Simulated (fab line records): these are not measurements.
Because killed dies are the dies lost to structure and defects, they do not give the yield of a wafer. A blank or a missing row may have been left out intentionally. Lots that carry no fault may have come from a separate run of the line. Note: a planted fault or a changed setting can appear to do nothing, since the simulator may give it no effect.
fab line records	flow sky130
record: lots: 6	wafers: 18	last-day: 50
route steps=708 shown CONTACT@426 METAL1@434 PAD_OPEN@708
lots that met no fault: taken from a fault-free run of the same line
start-h: the number of hours between the record's first day and the start of the first shown wafer of the lot	wait-h: hours from the lot's prior step to this one	" as in the row above	L1.1+2: a single row standing in for several wafers	- either no value or no given start	* or withheld: withheld	< > ~ a bound
route shown NAME@n: names a module that has steps shown in the file, with the first one's number in the route	usual: mean/standard deviation of fault-free wafers	same: alike in all rows	chamber/n: place in a boat	sites: per-site readings	_std_site: their standard deviation	_edge_site: the outer-site mean with the inner-site mean subtracted	radius-mm: how far each site lies from the wafer's centre	mask NAME#n: copy n	behind: the most recent tool/chamber to have shaped the wafer	hold: what put the lot on hold/how long, in hours/how the hold closed	device: the transistor (n, p or np) that didn't switch	end of line: at the end of the route, the tests of the same wafers	where a step has no rows: the recipe by itself	killed: not the wafer's yield, but the dies lost to structure and defects at the first sort	map: shows each die of a wafer: x if killed, . if not, _ if none is there
set.NAME: the setting as run; set.NAME@STEP: as run at that earlier step	model.NAME: the simulator's own value behind a step, which no gauge read
lots at selected steps of the route; one table per step, one row per wafer
services: the hour from which a tool's chamber was out of use, counted from the record's first day as start-h (under 0 if before that day), plus the number of hours and why
== steps ==
step: SKY_CONTACT_STRIP_20
recipe: chemistry: post-etch-residue-remover	time-s: 1200	temp-c: 72.5
step: SKY_CONTACT_CLEAN_21
recipe: chemistry: IPA	time-s: 180	temp-c: 25
step: SKY_CONTACT_CLEAN_22
recipe: chemistry: O3/DIW	dry: n2-spin
step: SKY_CONTACT_SPUTTER_23
recipe: material: TiN	target-thk-nm: 20	chamber-pressure-pa: 5	power-w: 4000	time-s: 80
usual: throttle-valve-pct: 30.5/1.1
lot.wafer	tool	chamber	start-h	wait-h	throttle-valve-pct
L331.1	pvd-sputter-02	-	748.13	0.0	31.9
L331.2	"	-	"	"	30.6
L331.3	"	-	"	"	28.5
L340.2	pvd-sputter-02	-	825.38	0.0	30.6
L340.4	"	-	"	"	31.9
L340.6	"	-	"	"	31.5
L348.1	pvd-sputter-04	-	888.86	0.0	29.7
L348.2	"	-	"	"	30.3
L348.3	"	-	"	"	30.6
L349.1	pvd-sputter-01	-	891.56	0.0	30.8
L349.5	"	-	"	"	30.2
L349.6	"	-	"	"	30.0
L352.1	pvd-sputter-02	-	914.04	0.0	33.4
L352.5	"	-	"	"	28.6
L352.6	"	-	"	"	33.3
L353.3	pvd-sputter-01	-	919.25	0.0	31.1
L353.4	"	-	"	"	30.5
L353.5	"	-	"	"	29.7
step: SKY_CONTACT_CVD_24
recipe: material: W	target-thk-nm: 340	time-s: 102.12	temp-c: 400	pressure-torr: 40
step: SKY_CONTACT_RS_MEAS_25
recipe: thk-meas-gauge: four-point-probe	reads: W_of_CONTACT_CVD_24+TiN_of_CONTACT_SPUTTER_23
usual: CONTACT_W_RS: 0.337/0.0033
lot.wafer	tool	chamber	start-h	wait-h	CONTACT_W_RS[ohm/sq]
L331.1	film-metro-01	-	748.30	0.1	0.343
L331.2	"	-	"	"	0.336
L331.3	"	-	"	"	0.336
L340.2	film-metro-04	-	825.57	0.1	0.339
L340.4	"	-	"	"	0.336
L340.6	"	-	"	"	0.337
L348.1	film-metro-01	-	889.03	0.1	0.334
L348.2	"	-	"	"	0.336
L348.3	"	-	"	"	0.338
L349.1	film-metro-04	-	891.73	0.1	0.336
L349.5	"	-	"	"	0.335
L349.6	"	-	"	"	0.341
L352.1	film-metro-03	-	914.21	0.1	0.339
L352.5	"	-	"	"	0.336
L352.6	"	-	"	"	0.342
L353.3	film-metro-01	-	919.46	0.1	0.337
L353.4	"	-	"	"	0.333
L353.5	"	-	"	"	0.331
step: SKY_CONTACT_THK_MEAS_26
recipe: thk-meas-gauge: xrf	reads: W_of_CONTACT_CVD_24
usual: CONTACT_W_THK: 337/5.2
lot.wafer	tool	chamber	start-h	wait-h	CONTACT_W_THK[nm]
L331.1	film-metro-01	-	748.42	0.1	333
L331.2	"	-	"	"	339
L331.3	"	-	"	"	340
L340.2	film-metro-04	-	825.68	0.1	329
L340.4	"	-	"	"	330
L340.6	"	-	"	"	332
L348.1	film-metro-01	-	889.15	0.1	341
L348.2	"	-	"	"	338
L348.3	"	-	"	"	336
L349.1	film-metro-04	-	891.85	0.1	336
L349.5	"	-	"	"	334
L349.6	"	-	"	"	332
L352.1	film-metro-03	-	914.33	0.1	338
L352.5	"	-	"	"	342
L352.6	"	-	"	"	340
L353.3	film-metro-01	-	919.56	0.1	338
L353.4	"	-	"	"	340
L353.5	"	-	"	"	343
step: SKY_CONTACT_CMP_27
recipe: stop-on: SiO2	t-overpolish-s: 15	down-force-psi: 3.5	platen-rpm: 60	target-thk-nm: 0	pad-velocity-m-s: 0.94248
usual: motor-current-A: 10.6/1.3	overpolish-run-s: 15.000/0.0091	time-to-endpoint-s: 81.4/2.4
lot.wafer	tool	chamber	start-h	wait-h	motor-current-A	overpolish-run-s	time-to-endpoint-s
L331.1	cmp-02	2	751.10	2.7	8.9	15.005	78.8
L331.2	"	0	"	"	10.8	15.002	86.2
L331.3	"	1	"	"	10.6	15.000	82.5
L340.2	cmp-01	1	825.81	0.1	9.0	15.009	82.2
L340.4	"	2	"	"	13.1	15.004	82.5
L340.6	"	1	"	"	9.0	15.007	80.7
L348.2	cmp-01	2	889.26	0.1	13.4	15.003	77.9
L348.3	"	3	"	"	10.2	15.009	78.5
L348.1	"	0	"	"	11.1	14.985	79.2
L349.1	cmp-01	3	891.91	0.1	9.6	14.994	84.0
L349.6	"	3	"	"	9.2	14.987	85.2
L349.5	"	0	"	"	11.2	14.993	80.8
L352.1	cmp-01	0	914.58	0.2	11.9	15.000	77.5
L352.5	"	1	"	"	9.0	15.004	80.7
L352.6	"	2	"	"	12.9	14.995	78.3
L353.3	cmp-01	1	919.65	0.1	9.1	14.996	75.7
L353.4	"	3	"	"	9.3	15.000	81.5
L353.5	"	0	"	"	11.1	14.991	79.4
step: SKY_METAL1_SPUTTER_00
recipe: material: Ti	target-thk-nm: 15	power-w: 3000	time-s: 10	chamber-pressure-pa: 0.4
step: SKY_METAL1_SPUTTER_01
recipe: material: TiN	target-thk-nm: 20	power-w: 6500	time-s: 16.7	chamber-pressure-pa: 0.4
step: SKY_METAL1_SPUTTER_02
recipe: material: AlCu	target-thk-nm: 250	power-w: 10600	time-s: 13.3	chamber-pressure-pa: 0.4
step: SKY_METAL1_SPUTTER_03
recipe: material: Ti	target-thk-nm: 5	power-w: 3000	time-s: 3.3	chamber-pressure-pa: 0.4
step: SKY_METAL1_SPUTTER_04
recipe: material: TiN	target-thk-nm: 70	power-w: 6500	time-s: 58.3	chamber-pressure-pa: 0.4
usual: throttle-valve-pct: 30.6/1.2
lot.wafer	tool	chamber	start-h	wait-h	throttle-valve-pct	model.TiN_of_METAL1_SPUTTER_04.thk-nm
L331.1	pvd-sputter-01	-	751.49	0.0	30.4	69.36
L331.2	"	-	"	"	30.9	69.03
L331.3	"	-	"	"	30.5	69.33
L340.2	pvd-sputter-02	-	826.20	0.0	30.5	69.84
L340.4	"	-	"	"	28.4	70.26
L340.6	"	-	"	"	28.6	70.01
L348.1	pvd-sputter-02	-	889.61	0.0	28.8	70.95
L348.2	"	-	"	"	30.5	82.66
L348.3	"	-	"	"	31.6	82.42
L349.1	pvd-sputter-02	-	892.31	0.0	30.6	70.13
L349.5	"	-	"	"	30.6	69.94
L349.6	"	-	"	"	31.7	82.15
L352.1	pvd-sputter-01	-	914.82	0.0	30.2	69.61
L352.5	"	-	"	"	29.9	69.6
L352.6	"	-	"	"	31.0	69.26
L353.3	pvd-sputter-03	-	919.99	0.0	30.8	70.24
L353.4	"	-	"	"	31.0	70.52
L353.5	"	-	"	"	31.0	70.11
step: SKY_METAL1_RS_MEAS_05
recipe: thk-meas-gauge: four-point-probe	reads: TiN_of_METAL1_SPUTTER_04+Ti_of_METAL1_SPUTTER_03+AlCu_of_METAL1_SPUTTER_02+TiN_of_METAL1_SPUTTER_01+Ti_of_METAL1_SPUTTER_00
usual: METAL1_ALCU_RS: 0.1267/0.0012
lot.wafer	tool	chamber	start-h	wait-h	METAL1_ALCU_RS[ohm/sq]
L331.1	film-metro-01	-	751.54	0.0	0.1280
L331.2	"	-	"	"	0.1265
L331.3	"	-	"	"	0.1278
L340.2	film-metro-02	-	826.27	0.0	0.1279
L340.4	"	-	"	"	0.1272
L340.6	"	-	"	"	0.1268
L348.1	film-metro-01	-	889.65	0.0	0.1260
L348.2	"	-	"	"	0.1251
L348.3	"	-	"	"	0.1264
L349.1	film-metro-01	-	892.35	0.0	0.1267
L349.5	"	-	"	"	0.1272
L349.6	"	-	"	"	0.1267
L352.1	film-metro-04	-	914.87	0.0	0.1243
L352.5	"	-	"	"	0.1246
L352.6	"	-	"	"	0.1243
L353.3	film-metro-02	-	920.08	0.1	0.1277
L353.4	"	-	"	"	0.1261
L353.5	"	-	"	"	0.1262
step: SKY_METAL1_THK_MEAS_06
recipe: thk-meas-gauge: xrf	reads: AlCu_of_METAL1_SPUTTER_02
usual: METAL1_ALCU_THK: 251.1/2.6
lot.wafer	tool	chamber	start-h	wait-h	METAL1_ALCU_THK[nm]
L331.1	film-metro-01	-	751.66	0.1	251.2
L331.2	"	-	"	"	253.0
L331.3	"	-	"	"	249.4
L340.2	film-metro-02	-	826.38	0.1	250.2
L340.4	"	-	"	"	249.7
L340.6	"	-	"	"	250.5
L348.1	film-metro-01	-	889.77	0.1	251.1
L348.2	"	-	"	"	248.5
L348.3	"	-	"	"	245.3
L349.1	film-metro-01	-	892.47	0.1	252.3
L349.5	"	-	"	"	249.6
L349.6	"	-	"	"	245.7
L352.1	film-metro-04	-	914.99	0.1	254.7
L352.5	"	-	"	"	253.8
L352.6	"	-	"	"	254.8
L353.3	film-metro-02	-	920.18	0.1	249.5
L353.4	"	-	"	"	249.8
L353.5	"	-	"	"	251.7
step: SKY_METAL1_DEHYDRATE_07
recipe: temp-c: 200	time-s: 60
step: SKY_METAL1_HMDS_08
recipe: prime-time-s: 60	prime-temp-c: 120
step: SKY_METAL1_COAT_09
recipe: resist: BARC	temp-c: withheld	time-s: withheld	spin-rpm: 3000	resist-thk-nm: 60
step: SKY_METAL1_COAT_10
recipe: resist: KrF-thick	spin-rpm: 3000	resist-thk-nm: 450
step: SKY_METAL1_SOFTBAKE_11
recipe: temp-c: 100	time-s: 90	resist: KrF-thick
step: SKY_METAL1_EXPOSE_12
recipe: mask-id: MM1	na: 0.8	source-shape: annular	sigma-inner: 0.55	sigma-outer: 0.85	target-cd-nm: 140	dose-mj: 28
step: SKY_METAL1_PEB_13
recipe: peb-temp-c: withheld	peb-time-s: withheld	resist: KrF-thick
step: SKY_METAL1_DEVELOP_14
recipe: develop-time-s: 60	resist: KrF-thick	dev-temp-c: 21
step: SKY_METAL1_CD_MEAS_15
recipe: target-cd-nm: 140
usual: cd-nm: 139.1/1.7
lot.wafer	tool	chamber	start-h	wait-h	cd-nm
L331.1	cd-sem-01	-	778.66	-	141.8
L331.2	"	-	"	"	142.6
L331.3	"	-	"	"	142.9
L340.2	cd-sem-01	-	852.92	-	138.7
L340.4	"	-	"	"	139.7
L340.6	"	-	"	"	139.2
L348.1	cd-sem-01	-	915.10	-	139.3
L348.2	"	-	"	"	138.4
L348.3	"	-	"	"	138.6
L349.1	cd-sem-01	-	918.01	-	139.0
L349.5	"	-	"	"	138.2
L349.6	"	-	"	"	138.1
L352.1	cd-sem-01	-	939.30	-	138.2
L352.5	"	-	"	"	136.9
L352.6	"	-	"	"	138.1
L353.3	cd-sem-01	-	944.49	-	139.8
L353.4	"	-	"	"	140.9
L353.5	"	-	"	"	140.0
step: SKY_METAL1_OVL_MEAS_16
usual: METAL1_OVL: -4/6.1
lot.wafer	tool	chamber	start-h	wait-h	METAL1_OVL[nm]
L331.1	overlay-01	-	778.78	0.1	-11
L331.2	"	-	"	"	-10
L331.3	"	-	"	"	-8
L340.2	overlay-02	-	853.03	0.1	-6
L340.4	"	-	"	"	0
L340.6	"	-	"	"	-10
L348.1	overlay-01	-	915.22	0.1	5
L348.2	"	-	"	"	-1
L348.3	"	-	"	"	5
L349.1	overlay-02	-	918.13	0.1	-1
L349.5	"	-	"	"	-2
L349.6	"	-	"	"	-8
L352.1	overlay-02	-	939.42	0.1	1
L352.5	"	-	"	"	3
L352.6	"	-	"	"	-4
L353.3	overlay-02	-	944.58	0.1	3
L353.4	"	-	"	"	0
L353.5	"	-	"	"	-3
step: SKY_METAL1_DESCUM_17
recipe: chemistry: O2	source-power-w: 150	bias-power-w: 0	pressure-mtorr: 10	temp-c: 40	time-s: 8
usual: drypump-motor-current-A: 5.7/0.67	he-backside-leak-sccm: 3.27/0.18	oes-product-au: 1.000/0.0077
lot.wafer	tool	chamber	start-h	wait-h	drypump-motor-current-A	he-backside-leak-sccm	oes-product-au	rf-hours-counter-h
L331.1	rie-metal-03	1	778.82	0.0	6.2	3.48	0.985	12
L331.2	"	0	"	"	6.0	2.89	1.002	10
L331.3	"	1	"	"	6.2	3.58	0.993	-
L340.2	rie-metal-04	1	853.06	0.0	6.1	3.54	1.000	0
L340.4	"	0	"	"	5.1	3.13	1.001	-
L340.6	"	1	"	"	6.0	3.38	1.000	-
L348.1	rie-metal-04	0	915.26	0.0	5.1	3.31	1.008	0
L348.2	"	1	"	"	6.0	3.53	1.001	4
L348.3	"	1	"	"	6.0	3.46	1.007	-
L349.1	rie-metal-03	0	918.16	0.0	6.0	3.26	0.986	14
L349.5	"	0	"	"	5.9	3.19	1.004	-
L349.6	"	1	"	"	6.2	3.49	0.993	-
L352.1	rie-metal-02	1	939.46	0.0	6.5	3.53	1.007	10
L352.5	"	0	"	"	4.7	3.23	1.000	-
L352.6	"	1	"	"	6.5	3.48	1.011	-
L353.3	rie-metal-02	1	944.62	0.0	6.5	3.30	1.000	-
L353.4	"	0	"	"	4.7	3.17	0.996	-
L353.5	"	0	"	"	4.7	3.16	1.001	-
step: SKY_METAL1_ETCH_18
recipe: chemistry: N2/H2	target: BARC	ion-energy-ev: 200	bias-w: 100	pressure-mtorr: 30	n2-flow-sccm: 100	h2-flow-sccm: 200	icp-w: 500	stop-on: SiO2	time-s: 45.9	target-depth-a: 600
usual: drypump-motor-current-A: 5.7/0.67	h2-flow-sccm: 200.0/0.58	he-backside-leak-sccm: 3.28/0.17	oes-product-au: 0.854/0.0046	throttle-valve-pct: 13.224/0.0096
lot.wafer	tool	chamber	start-h	wait-h	drypump-motor-current-A	h2-flow-sccm	he-backside-leak-sccm	oes-product-au	rf-hours-counter-h	throttle-valve-pct
L331.1	rie-metal-03	1	778.85	0.0	6.2	201.0	3.49	0.851	12	13.226
L331.2	"	0	"	"	6.0	200.0	2.94	0.861	10	13.216
L331.3	"	1	"	"	6.2	200.8	3.37	0.857	-	13.227
L340.2	rie-metal-04	1	853.09	0.0	6.0	201.2	3.33	0.856	0	13.246
L340.4	"	0	"	"	5.1	200.9	3.16	0.855	-	13.218
L340.6	"	1	"	"	6.1	201.0	3.42	0.853	-	13.244
L348.1	rie-metal-04	0	915.29	0.0	5.1	199.0	3.07	0.862	1	13.232
L348.2	"	1	"	"	6.1	200.5	3.50	0.850	4	13.211
L348.3	"	1	"	"	6.0	200.0	3.58	0.856	-	13.216
L349.1	rie-metal-03	0	918.20	0.0	5.9	200.3	3.13	0.853	14	13.215
L349.5	"	0	"	"	5.9	200.0	3.16	0.849	-	13.217
L349.6	"	1	"	"	6.2	199.6	3.21	0.850	-	13.239
L352.1	rie-metal-02	1	939.49	0.0	6.5	200.3	3.44	0.850	10	13.247
L352.5	"	0	"	"	4.7	200.3	3.22	0.857	-	13.226
L352.6	"	1	"	"	6.5	200.6	3.36	0.848	-	13.213
L353.3	rie-metal-02	1	944.66	0.0	6.5	199.4	3.38	0.850	-	13.221
L353.4	"	0	"	"	4.7	200.4	3.09	0.856	-	13.227
L353.5	"	0	"	"	4.7	200.5	2.99	0.851	-	13.239
step: SKY_METAL1_METAL_ETCH_19
recipe: target-depth-a: 3600	stop-on: SiO2	over-etch-frac: 0.3	time-s: 78	chemistry: Cl2/BCl3	resist-sidewall-deg: 88	pressure-mtorr: 10	icp-w: 900	bias-w: 48.5	Cl2_flow_sccm: 60	bcl3-flow-sccm: 30
usual: drypump-motor-current-A: 5.7/0.67	he-backside-leak-sccm: 3.26/0.19	oes-product-au: 0.855/0.0058	throttle-valve-pct: 22.264/0.0097
lot.wafer	tool	chamber	start-h	wait-h	drypump-motor-current-A	he-backside-leak-sccm	oes-product-au	rf-hours-counter-h	throttle-valve-pct
L331.1	rie-metal-03	1	778.91	0.0	6.2	3.30	0.847	12	22.250
L331.2	"	0	"	"	6.0	3.05	0.855	10	22.257
L331.3	"	1	"	"	6.2	3.54	0.847	-	22.255
L340.2	rie-metal-04	1	853.15	0.0	6.1	3.24	0.845	0	22.268
L340.4	"	0	"	"	5.1	3.13	0.859	-	22.262
L340.6	"	1	"	"	6.0	3.36	0.861	-	22.258
L348.1	rie-metal-04	0	915.35	0.0	5.1	3.13	0.856	1	22.265
L348.2	"	1	"	"	6.1	3.37	0.857	4	22.268
L348.3	"	1	"	"	6.1	3.53	0.849	-	22.274
L349.1	rie-metal-03	0	918.26	0.0	6.0	3.11	0.856	14	22.260
L349.5	"	0	"	"	6.0	3.11	0.850	-	22.264
L349.6	"	1	"	"	6.2	3.33	0.847	-	22.275
L352.1	rie-metal-02	1	939.55	0.0	6.5	3.25	0.863	10	22.257
L352.5	"	0	"	"	4.7	3.10	0.867	-	22.260
L352.6	"	1	"	"	6.5	3.25	0.860	-	22.277
L353.3	rie-metal-02	1	944.73	0.1	6.5	3.41	0.857	-	22.269
L353.4	"	0	"	"	4.7	2.97	0.861	-	22.275
L353.5	"	0	"	"	4.7	3.02	0.862	-	22.262
step: SKY_METAL1_STRIP_20
recipe: chemistry: O2/N2	power-w: 1400	pressure-mtorr: 1500	platen-temp-c: withheld	o2-flow-sccm: 3000	n2-flow-sccm: 300	overash-fraction: 0.5
step: SKY_METAL1_STRIP_21
recipe: chemistry: post-etch-residue-remover	time-s: 1200	temp-c: 72.5
lot.wafer	tool	chamber	start-h	wait-h	model.TiN_of_METAL1_SPUTTER_04.thk-nm
L331.1	wet-bench-04	0	779.10	0.1	68.94
L331.2	"	0	"	"	68.61
L331.3	"	0	"	"	68.91
L340.2	wet-bench-03	2	853.34	0.1	69.42
L340.4	"	2	"	"	69.83
L340.6	"	2	"	"	69.59
L348.1	wet-bench-01	3	915.54	0.1	70.53
L348.2	"	3	"	"	82.25
L348.3	"	3	"	"	82
L349.1	wet-bench-01	0	918.45	0.1	69.7
L349.5	"	0	"	"	69.51
L349.6	"	0	"	"	81.72
L352.1	wet-bench-03	3	939.74	0.1	69.2
L352.5	"	3	"	"	69.18
L352.6	"	3	"	"	68.84
L353.3	wet-bench-03	0	944.89	0.0	69.83
L353.4	"	0	"	"	70.1
L353.5	"	0	"	"	69.69
step: SKY_METAL1_CLEAN_22
recipe: chemistry: IPA	time-s: 180	temp-c: 25
step: SKY_PAD_OPEN_PROBE_99
usual: defect-limited-yield: 82.7/1.9	killed_at_M0_to_M3: 43/7.1	killed_at_M4_up: 3.2/1.9	killed-at-contacts: 23/5.1	killed-at-front-end: 15/4.5	killed-at-other: 0.4/0.65	killed-dies: 85/9.4	killed-open: 47/6.8	killed-short: 38/6.1	sort_bin_3_pad_short: 0.8/0.38	sort_bin_5_function: 10.3/1.5	sort_bin_6_memory: 6.2/1.1	sort-n-pass: 407/9.4	sort-yield-pct: 82.7/1.9
same: gross-dies: 492	killed-at-back-side: 0	sort_bin_4_leakage[%]: 0	sort_bin_8_speed[%]: 0
lot.wafer	tool	chamber	start-h	wait-h	defect-limited-yield[%]	killed_at_M0_to_M3	killed_at_M4_up	killed-at-contacts	killed-at-front-end	killed-at-other	killed-dies	killed-open	killed-short	sort_bin_3_pad_short[%]	sort_bin_5_function[%]	sort_bin_6_memory[%]	sort-n-pass	sort-yield-pct[%]
L331.1	prober-01	-	1088.11	0.1	83.1	38	2	32	10	1	83	51	31	0.4	10.2	6.3	409	83.1
L331.2	prober-01	-	1088.16	0.1	82.3	42	1	25	18	1	87	53	33	0.8	10.6	6.3	405	82.3
L331.3	prober-01	-	1088.21	0.2	79.9	42	2	26	28	1	99	57	42	1.2	11.0	7.9	393	79.9
L348.1	prober-02	-	1188.42	0.1	85.4	38	5	13	16	0	72	37	35	1.0	7.3	6.3	420	85.4
L348.2	prober-02	-	1188.47	0.1	81.1	41	3	23	26	0	93	47	46	0	10.8	8.1	399	81.1
L348.3	prober-02	-	1188.52	0.2	80.1	55	6	24	12	1	98	64	34	1.4	13.4	5.1	394	80.1
L349.1	prober-01	-	1189.73	0.1	83.7	39	6	13	21	1	80	38	42	1.0	10.4	4.9	412	83.7
L349.5	prober-01	-	1189.93	0.2	83.3	44	1	26	10	1	82	41	41	1.0	10.0	5.7	410	83.3
L349.6	prober-01	-	1189.98	0.2	82.1	32	2	33	20	1	88	48	39	1.0	10.0	6.9	404	82.1
L352.1	prober-02	-	1203.68	0.1	79.7	52	6	33	9	0	100	59	41	1.2	13.0	6.1	392	79.7
L352.5	prober-02	-	1203.88	0.2	87.8	34	4	17	5	0	60	43	17	0.8	7.3	4.1	432	87.8
L352.6	prober-02	-	1203.93	0.2	81.7	47	3	23	17	0	90	41	49	1.2	10.0	7.1	402	81.7
L353.3	prober-02	-	1206.13	0.2	82.9	35	4	31	13	1	84	39	44	0.8	10.0	6.3	408	82.9
L353.4	prober-02	-	1206.18	0.2	82.1	47	4	24	13	0	88	45	43	0.8	11.2	5.9	404	82.1
L353.5	prober-02	-	1206.23	0.2	84.3	34	1	18	24	0	77	41	36	1.0	8.3	6.3	415	84.3
killed by level:class
L331.1 VIA1:geometric-particle:open=10 CONTACT:geometric-particle:open=10 LI_CONTACT:geometric-particle:open=9 VIA3:geometric-particle:open=9 VIA1:geometric-particle:short=6 VIA2:geometric-particle:open=6 LI_CONTACT:geometric-particle:short=4 LOCAL_INTERCONNECT:geometric-particle:short=4
L331.2 VIA1:geometric-particle:open=15 CONTACT:geometric-particle:open=13 CONTACT:geometric-particle:short=5 VIA3:geometric-particle:open=5 VIA2:geometric-particle:open=5 POLY_GATE:geometric-particle:short=4 POLY_GATE:geometric-particle:open=4 VIA1:geometric-particle:short=4
L331.3 VIA1:geometric-particle:open=14 CONTACT:geometric-particle:open=9 POLY_GATE:geometric-particle:open=8 FIELD_ISO:geometric-particle:short=7 VIA2:geometric-particle:open=7 LI_CONTACT:geometric-particle:open=7 CONTACT:geometric-particle:short=6 METAL1:geometric-particle:short=6
L348.1 METAL1:geometric-particle:short=8 VIA2:geometric-particle:open=8 VIA1:geometric-particle:open=7 CONTACT:geometric-particle:short=6 FIELD_ISO:geometric-particle:open=5 METAL4:geometric-particle:short=5 CONTACT:geometric-particle:open=5 METAL2:geometric-particle:short=5
L348.2 FIELD_ISO:geometric-particle:short=10 METAL1:geometric-particle:short=8 VIA2:geometric-particle:open=8 CONTACT:geometric-particle:open=8 FIELD_ISO:geometric-particle:open=7 VIA1:geometric-particle:open=7 VIA1:geometric-particle:short=7 CONTACT:geometric-particle:short=6
L348.3 VIA1:geometric-particle:open=14 VIA3:geometric-particle:open=12 LI_CONTACT:geometric-particle:open=9 CONTACT:geometric-particle:open=9 VIA2:geometric-particle:open=9 METAL2:geometric-particle:short=6 POLY_GATE:geometric-particle:short=5 METAL3:geometric-particle:short=4
L349.1 METAL2:geometric-particle:short=7 VIA1:geometric-particle:open=6 VIA2:geometric-particle:open=6 POLY_GATE:geometric-particle:short=5 METAL4:geometric-particle:short=5 FIELD_ISO:geometric-particle:short=4 LI_CONTACT:geometric-particle:short=4 VIA3:geometric-particle:open=4
L349.5 VIA2:geometric-particle:open=12 LI_CONTACT:geometric-particle:open=11 VIA1:geometric-particle:open=9 CONTACT:geometric-particle:short=6 METAL2:geometric-particle:short=6 VIA3:geometric-particle:short=5 POLY_GATE:geometric-particle:short=4 LOCAL_INTERCONNECT:geometric-particle:short=4
L349.6 CONTACT:geometric-particle:open=13 LI_CONTACT:geometric-particle:open=7 CONTACT:geometric-particle:short=7 FIELD_ISO:geometric-particle:short=6 VIA3:geometric-particle:open=6 FIELD_ISO:geometric-particle:open=5 VIA1:geometric-particle:open=5 LOCAL_INTERCONNECT:geometric-particle:short=4
L352.1 CONTACT:geometric-particle:open=12 VIA2:geometric-particle:open=11 VIA1:geometric-particle:open=11 LOCAL_INTERCONNECT:geometric-particle:short=8 METAL1:geometric-particle:short=7 LI_CONTACT:geometric-particle:open=6 CONTACT:geometric-particle:short=5 VIA3:geometric-particle:open=5
L352.5 VIA3:geometric-particle:open=10 VIA1:geometric-particle:open=9 CONTACT:geometric-particle:open=7 VIA2:geometric-particle:open=6 LI_CONTACT:geometric-particle:open=3 VIA1:geometric-particle:short=3 METAL4:geometric-particle:open=2 FIELD_ISO:geometric-particle:open=2
L352.6 VIA1:geometric-particle:open=9 VIA1:geometric-particle:short=8 FIELD_ISO:geometric-particle:open=7 FIELD_ISO:geometric-particle:short=7 LI_CONTACT:geometric-particle:short=5 LI_CONTACT:geometric-particle:open=5 CONTACT:geometric-particle:short=5 VIA3:geometric-particle:open=5
L353.3 CONTACT:geometric-particle:open=14 FIELD_ISO:geometric-particle:short=7 METAL1:geometric-particle:short=6 VIA1:geometric-particle:open=6 CONTACT:geometric-particle:short=5 VIA1:geometric-particle:short=5 FIELD_ISO:geometric-particle:open=4 LI_CONTACT:geometric-particle:short=4
L353.4 VIA1:geometric-particle:open=10 LI_CONTACT:geometric-particle:open=9 VIA3:geometric-particle:open=7 CONTACT:geometric-particle:open=6 METAL1:geometric-particle:short=6 VIA1:geometric-particle:short=6 METAL2:geometric-particle:short=6 CONTACT:geometric-particle:short=5
L353.5 FIELD_ISO:geometric-particle:short=10 VIA3:geometric-particle:open=7 FIELD_ISO:geometric-particle:open=6 LI_CONTACT:geometric-particle:open=6 CONTACT:geometric-particle:short=5 VIA1:geometric-particle:open=5 POLY_GATE:geometric-particle:open=4 CONTACT:geometric-particle:open=4
== services ==
tool	chamber	start-h	hours	kind
cmp-02	-	724.67	7.1	repair
cmp-02	-	731.78	4.5	pm
cmp-01	-	744.16	4.0	pm
cmp-02	-	745.83	0.5	repair
wet-bench-03	-	753.46	5.0	repair
cmp-01	-	754.12	1.3	repair
rie-metal-03	0	758.48	8.2	repair
pvd-sputter-03	-	771.73	4.0	repair
pvd-sputter-01	-	779.61	4.9	repair
rie-metal-03	0	789.46	11.8	repair
cmp-01	-	791.95	5.6	pm
pvd-sputter-03	-	802.24	6.7	repair
cmp-02	-	803.27	0.6	repair
rie-metal-02	1	814.13	3.0	repair
cmp-01	-	837.06	5.6	repair
cmp-01	-	858.97	2.0	repair
cmp-01	-	864.69	1.7	repair
pvd-sputter-02	-	867.82	0.9	repair
rie-metal-03	-	872.11	0.3	repair
cmp-02	-	882.07	0.6	repair
rie-metal-02	-	898.00	1.5	repair
cmp-01	-	909.31	0.3	repair
cmp-02	-	912.62	4.0	pm
wet-bench-01	-	935.95	5.6	repair
== key ==
first-sign none at tools or gauges
model-effect: step: SKY_METAL1_SPUTTER_04	value: TiN_of_METAL1_SPUTTER_04.thk-nm	without: 70.48	struck: 82.41
model-effect: step: SKY_METAL1_STRIP_21	value: TiN_of_METAL1_SPUTTER_04.thk-nm	without: 70.06	struck: 81.99
met-at SKY_METAL1_SPUTTER_04
struck-wafers L348.2,L348.3,L349.6
onset-between 826.20 889.61
fault: kind: process-parameter-drift	tool: pvd-sputter-02	chamber: -	onset-h: 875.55	steps: SKY_METAL1_SPUTTER_04	channel: time-s	offset: *	shape: step	end-h: 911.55	scope: struck-wafers-only	acts-in: *	stated: *
